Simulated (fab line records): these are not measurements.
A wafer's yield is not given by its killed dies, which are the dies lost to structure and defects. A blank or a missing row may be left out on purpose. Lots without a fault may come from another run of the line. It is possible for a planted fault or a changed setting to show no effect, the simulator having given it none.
Comparing a struck lot with a sound one -- flow sky130 -- 43 steps out of a route of 708
Sound: the wafers L223.1, L223.3, L223.4. Wafers L235.2, L235.4, L235.6 were the ones struck. The cause is named last.
Each step with rows lists, per side, the tool, then ch with its chambers, then its first start. Under that, the readings that differ: sound wafers -- struck wafers -- difference of the means -- sigmas: that difference in standard deviations of wafers without a fault.
alike: readings whose means differ by less than 2 such deviations, and words and numbers that are the same on both sides. not compared: withheld readings, readings that some wafer has no value for, bounds like >300 that may hide the same value, and numbers for which the record gives no deviation and whose values overlap.
A row with sigmas, a row that says differs or no value, or rows on one side alone: a step with any of these is where the two part. Non-overlapping numbers with no deviation appear without sigmas and do not part them. Lack of a reading on every wafer of one side parts them only where that side has two or more wafers.

SKY_VIA2_ETCH_15: etches SiO2 in C4F8/O2/Ar, stops on TiN, target depth 546 nm, time 84 s.
  sound on rie diel-04 ch 0,1,3, day 39 11:23; struck on rie diel-02 ch 0,1,2, day 42 11:46
  alike: bias w, oes product au
  not compared: rf hours counter h
then, 5 steps without rows for these wafers: SKY_VIA2_STRIP_16 (strips in O2/N2); SKY_VIA2_STRIP_17 (strips in post etch residue remover, time 1200 s); SKY_VIA2_CLEAN_18 (cleans in IPA, time 180 s); SKY_VIA2_CLEAN_19 (cleans in O3/DIW); SKY_VIA2_SPUTTER_20 (material TiN, target thk 20 nm, time 80 s).
SKY_VIA2_CVD_21: deposits W, target thk 420 nm, time 126.4 s.
  sound on cvd w-02 ch 0,1, day 39 12:15; struck on cvd w-02 ch 0,1, day 42 12:28
  alike: heater power w
SKY_VIA2_RS_MEAS_22: uses a four-point probe to measure.
  struck on film metro-04, day 42 12:37; sound on film metro-03, day 39 12:23
  alike: VIA2_W_RS
SKY_VIA2_THK_MEAS_23: measures by xrf.
  struck on film metro-04, day 42 12:44; sound on film metro-03, day 39 12:30
  alike: VIA2_W_THK
then, 2 steps without rows for these wafers: SKY_VIA2_CMP_24 (polishes, stops on SiO2, t overpolish 20 s, target thk 0 nm); SKY_METAL3_SPUTTER_00 (material Ti, target thk 15 nm, time 10 s).
SKY_METAL3_SPUTTER_01: material TiN, target thk 20 nm, time 16.7 s.
  struck on pvd sputter-04, day 42 13:06; sound on pvd sputter-01, day 39 12:53
  alike: throttle valve pct
SKY_METAL3_SPUTTER_02: material AlCu, target thk 735 nm, time 39.1 s.
  struck on pvd sputter-04, day 42 13:08; sound on pvd sputter-01, day 39 12:54
  alike: throttle valve pct
then, 3 steps without rows for these wafers: SKY_METAL3_SPUTTER_03 (material Ti, target thk 5 nm, time 3.3 s); SKY_METAL3_SPUTTER_04 (material TiN, target thk 70 nm, time 58.3 s); SKY_CAPM_CVD_00 (deposits SiO2, target thk 15.5 nm).
SKY_CAPM_THK_MEAS_01:
  struck on film metro-04, day 42 13:16; sound on film metro-03, day 39 13:02
  alike: CAPM_CVD_00_THK
SKY_CAPM_SPUTTER_02: material TiN, target thk 200 nm, time 166.7 s.
  struck on pvd sputter-02, day 42 13:19; sound on pvd sputter-03, day 39 13:05
  alike: substrate temp c, throttle valve pct
SKY_CAPM_RS_MEAS_03: uses a four-point probe to measure.
  struck on film metro-01, day 42 13:27; sound on film metro-04, day 39 13:12
  alike: CAPM_TIN_RS
SKY_CAPM_THK_MEAS_04: measures by xrf.
  struck on film metro-01, day 42 13:34; sound on film metro-04, day 39 13:19
  alike: CAPM_TIN_THK
then, 7 steps without rows for these wafers: SKY_CAPM_DEHYDRATE_05 (time 60 s); SKY_CAPM_HMDS_06 (prime time 60 s); SKY_CAPM_COAT_07 (resist thk 1140 nm); SKY_CAPM_SOFTBAKE_08 (time 60 s); SKY_CAPM_EXPOSE_09 (exposes mask CAPM, target cd 1000 nm); SKY_CAPM_PEB_10; SKY_CAPM_DEVELOP_11 (develop time 60 s).
SKY_CAPM_OVL_MEAS_12:
  struck on overlay-02, day 43 10:57; sound on overlay-01, day 40 12:38
  alike: CAPM_OVL
then, 1 step without rows for these wafers: SKY_CAPM_METAL_ETCH_13 (etches TiN in Cl2/BCl3, stops on SiO2, target depth 220 nm, time 62.9 s).
SKY_CAPM_STRIP_14: strips in O2/N2.
  sound on plasma asher-03 ch 0,1, day 40 12:45; struck on plasma asher-03 ch 0, day 43 11:04
  alike: drypump motor current A, oes product au, strip time to endpoint s
  not compared: rf hours counter h
then, 11 steps without rows for these wafers: SKY_CAPM_STRIP_15 (strips in post etch residue remover, time 1200 s); SKY_CAPM_CLEAN_16 (cleans in IPA, time 180 s); SKY_CAPM_CLEAN_17 (cleans in O3/DIW); SKY_METAL3_DEHYDRATE_05 (time 60 s); SKY_METAL3_HMDS_06 (prime time 60 s); SKY_METAL3_COAT_07 (resist thk 60 nm); SKY_METAL3_COAT_08 (resist thk 1140 nm); SKY_METAL3_SOFTBAKE_09 (time 90 s); SKY_METAL3_EXPOSE_10 (exposes mask MM3, target cd 300 nm); SKY_METAL3_PEB_11; SKY_METAL3_DEVELOP_12 (develop time 60 s).
SKY_METAL3_CD_MEAS_13: target cd 300 nm.
  struck on cd sem-01, day 44 10:18; sound on cd sem-02, day 41 13:15
  alike: cd nm
-- the record jumps here: 6 days lie between the struck wafers' starts before and after (it left off in module METAL3 and takes up again in module PAD_OPEN, whose first step shown is number 708 of the route) --
SKY_PAD_OPEN_PROBE_99:
  struck on prober-02, day 50 12:19; sound on prober-02, day 48 08:58
reading,sound,struck,difference,sigmas
defect limited yield (%),81.5 80.5 84.6,74.2 76.2 73.6,-7.5,-4
killed_at_M0_to_M3,35 41 31,89 74 87,+48,+7
killed dies,91 96 76,127 117 130,+37,+4
sort_bin_3_pad_short (%),0.6 1.0 0.8,2.4 2.6 2.0,+1.5,+4
sort_bin_5_function (%),11.0 11.6 9.3,15.7 14.0 17.5,+5.1,+3
sort n pass,401 396 416,365 375 362,-37,-4
sort yield pct (%),81.5 80.5 84.6,74.2 76.2 73.6,-7.5,-4
model.etest.tester.sort n pass,401 396 416,365 375 362,-37,
model.etest.tester.sort yield pct (%),81.5 80.49 84.55,74.19 76.22 73.58,-7.52,
model.etest.tester.sort_bin_5_pct (%),10.98 11.59 9.35,15.65 14.02 17.48,+5.08,
model.etest.tester.sort_bin_3_pct (%),0.6098 1.016 0.813,2.439 2.642 2.033,+1.558,
  alike: killed_at_M4_up, killed at contacts, killed at front end, killed at other, killed on rim, killed open, killed short, sort_bin_6_memory

== WHERE THEY PART ==
Only at SKY_PAD_OPEN_PROBE_99, as far as this record shows.

WHY: what the simulator had put in
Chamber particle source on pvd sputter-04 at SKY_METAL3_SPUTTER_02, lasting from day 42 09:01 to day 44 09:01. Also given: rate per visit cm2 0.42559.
